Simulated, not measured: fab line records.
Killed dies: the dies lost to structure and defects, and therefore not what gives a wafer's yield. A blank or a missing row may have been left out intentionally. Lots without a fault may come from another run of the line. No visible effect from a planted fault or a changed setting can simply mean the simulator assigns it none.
The tool behind it: which one? / flow sky130 / Sampling: 14 lots, 42 wafers, 2 of 708 route steps

## WHAT EACH GAUGE READ, for each wafer
SKY_VT_ADJUST_LVTN_OVL_MEAS_18. Usual: VT_ADJUST_LVTN_01_OVL gives -0.4 nm (standard deviation 1.7).
lot=L296; measured=day 7 11:35; on=overlay-02; VT_ADJUST_LVTN_01_OVL (nm)=-2.8 -2.1 -1.2; flag=
lot=L297; measured=day 8 00:27; on=overlay-01; VT_ADJUST_LVTN_01_OVL (nm)=-0.7 1.0 0.2; flag=
lot=L299; measured=day 9 03:02; on=overlay-02; VT_ADJUST_LVTN_01_OVL (nm)=-2.2 -3.0 -0.3; flag=
lot=L300; measured=day 9 18:51; on=overlay-01; VT_ADJUST_LVTN_01_OVL (nm)=-1.5 1.3 2.3; flag=
lot=L301; measured=day 9 16:47; on=overlay-01; VT_ADJUST_LVTN_01_OVL (nm)=-1.2 0.9 0.5; flag=
lot=L302; measured=day 9 22:02; on=overlay-02; VT_ADJUST_LVTN_01_OVL (nm)=-0.4 -2.8 -2.0; flag=
lot=L303; measured=day 9 22:53; on=overlay-01; VT_ADJUST_LVTN_01_OVL (nm)=1.9 2.3 1.6; flag=
lot=L304; measured=day 10 03:05; on=overlay-01; VT_ADJUST_LVTN_01_OVL (nm)=1.0 -0.8 1.2; flag=
lot=L305; measured=day 10 05:02; on=overlay-01; VT_ADJUST_LVTN_01_OVL (nm)=-0.2 1.3 -1.1; flag=
lot=L306; measured=day 10 15:26; on=overlay-01; VT_ADJUST_LVTN_01_OVL (nm)=0.0 0.3 0.3; flag=
lot=L307; measured=day 10 18:08; on=overlay-01; VT_ADJUST_LVTN_01_OVL (nm)=-0.3 -2.6 -0.3; flag=
lot=L309; measured=day 11 14:02; on=overlay-02; VT_ADJUST_LVTN_01_OVL (nm)=3.7 1.0 3.2; flag=

## EACH LOT AND THE TOOL THAT RAN IT (in order: tool; ch and the chambers of the sampled wafers; start)
lot=L296; SKY_NWELL_OXIDATION_01=furnace-01 ch 0, day 2 11:04
lot=L297; SKY_NWELL_OXIDATION_01=furnace-01 ch 0, day 2 21:56
lot=L299; SKY_NWELL_OXIDATION_01=furnace-01 ch 0, day 3 15:59
lot=L300; SKY_NWELL_OXIDATION_01=furnace-01 ch 0, day 4 01:56
lot=L301; SKY_NWELL_OXIDATION_01=furnace-01 ch 0, day 4 01:56
lot=L302; SKY_NWELL_OXIDATION_01=furnace-02 ch 0, day 4 05:06
lot=L303; SKY_NWELL_OXIDATION_01=furnace-02 ch 0, day 4 05:06
lot=L304; SKY_NWELL_OXIDATION_01=furnace-02 ch 0, day 4 09:31
lot=L305; SKY_NWELL_OXIDATION_01=furnace-02 ch 0, day 4 09:31
lot=L306; SKY_NWELL_OXIDATION_01=furnace-02 ch 0, day 4 18:55
lot=L307; SKY_NWELL_OXIDATION_01=furnace-02 ch 0, day 4 20:19
lot=L309; SKY_NWELL_OXIDATION_01=furnace-01 ch 0, day 5 11:38
lot=L310; SKY_NWELL_OXIDATION_01=furnace-01, day 5 15:56
lot=L311; SKY_NWELL_OXIDATION_01=furnace-01, day 5 15:56
- SKY_NWELL_OXIDATION_01: stabilise 600 s, purge 300 s, target thk 10 nm.

## WHAT THE TOOLS THEMSELVES READ (means of the sampled wafers that have a number; where no wafer has one, the mark that the record gives instead)
SKY_NWELL_OXIDATION_01. Usual: ox-temp-c 900.0 C, standard deviation 0.39; ox-temp-c-max 905.3, standard deviation 1.7; zone-power-centre-pct 17.5 %, standard deviation 1.1.
lot=L296; tool=furnace-01; ox-temp-c (C)=899.7; ox-temp-c-max=906.7; zone-power-centre-pct (%)=16.4; flag=
lot=L297; tool=furnace-01; ox-temp-c (C)=900.1; ox-temp-c-max=907.4; zone-power-centre-pct (%)=16.4; flag=
lot=L299; tool=furnace-01; ox-temp-c (C)=900.1; ox-temp-c-max=906.2; zone-power-centre-pct (%)=16.4; flag=
lot=L300; tool=furnace-01; ox-temp-c (C)=900.1; ox-temp-c-max=907.3; zone-power-centre-pct (%)=16.3; flag=
lot=L301; tool=furnace-01; ox-temp-c (C)=900.4; ox-temp-c-max=906.3; zone-power-centre-pct (%)=16.4; flag=
lot=L302; tool=furnace-02; ox-temp-c (C)=900.1; ox-temp-c-max=903.8; zone-power-centre-pct (%)=18.6; flag=
lot=L303; tool=furnace-02; ox-temp-c (C)=900.2; ox-temp-c-max=904.8; zone-power-centre-pct (%)=18.4; flag=
lot=L304; tool=furnace-02; ox-temp-c (C)=899.8; ox-temp-c-max=904.0; zone-power-centre-pct (%)=18.4; flag=
lot=L305; tool=furnace-02; ox-temp-c (C)=899.7; ox-temp-c-max=903.2; zone-power-centre-pct (%)=18.4; flag=
lot=L306; tool=furnace-02; ox-temp-c (C)=899.9; ox-temp-c-max=903.5; zone-power-centre-pct (%)=18.5; flag=
lot=L307; tool=furnace-02; ox-temp-c (C)=900.5; ox-temp-c-max=904.0; zone-power-centre-pct (%)=18.7; flag=
lot=L309; tool=furnace-01; ox-temp-c (C)=900.1; ox-temp-c-max=907.2; zone-power-centre-pct (%)=16.3; flag=
lot=L310; tool=furnace-01; ox-temp-c (C)=-; ox-temp-c-max=-; zone-power-centre-pct (%)=-; flag=OFF
lot=L311; tool=furnace-01; ox-temp-c (C)=-; ox-temp-c-max=-; zone-power-centre-pct (%)=-; flag=OFF

## THE ANSWER, worked out from the rows above alone
Rule: a lot is off if the mean of its wafers that have a number lies more than 3 standard deviations from the usual mean. A lot without any number at a reading at which 4 lots or more have one is off too. The other lots that the step has rows for count as sound. After the gauges, taken in route order, come the tools' own readings; for these a lot's mean is taken, as printed above. At the first step where some lot is off, the reading lying furthest off is the one used; lots without a number count as furthest.
Off: L310, L311, at SKY_NWELL_OXIDATION_01 (ox-temp-c). Without a number there: L310, L311.
If a tool, at that step or one of the process steps before it, ran each lot that is off and ran no sound lot following the first of them, it fits. One fits: furnace-01 at SKY_NWELL_OXIDATION_01. Its last sound lot is L309 (day 5 11:38), its first lot that is off L310 (day 5 15:56): a fault that began between those two fits.
Blank at SKY_NWELL_OXIDATION_01 on the lots that are off, where sound lots have numbers: ox-temp-c, ox-temp-c-max, zone-power-centre-pct.

## WHAT WAS PUT IN BY THE SIMULATOR
Step skipped in full: furnace-01, at SKY_NWELL_OXIDATION_01, from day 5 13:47 onward. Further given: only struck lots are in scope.
Shown lots that were struck: L310, L311. This agrees with what the rule above found.
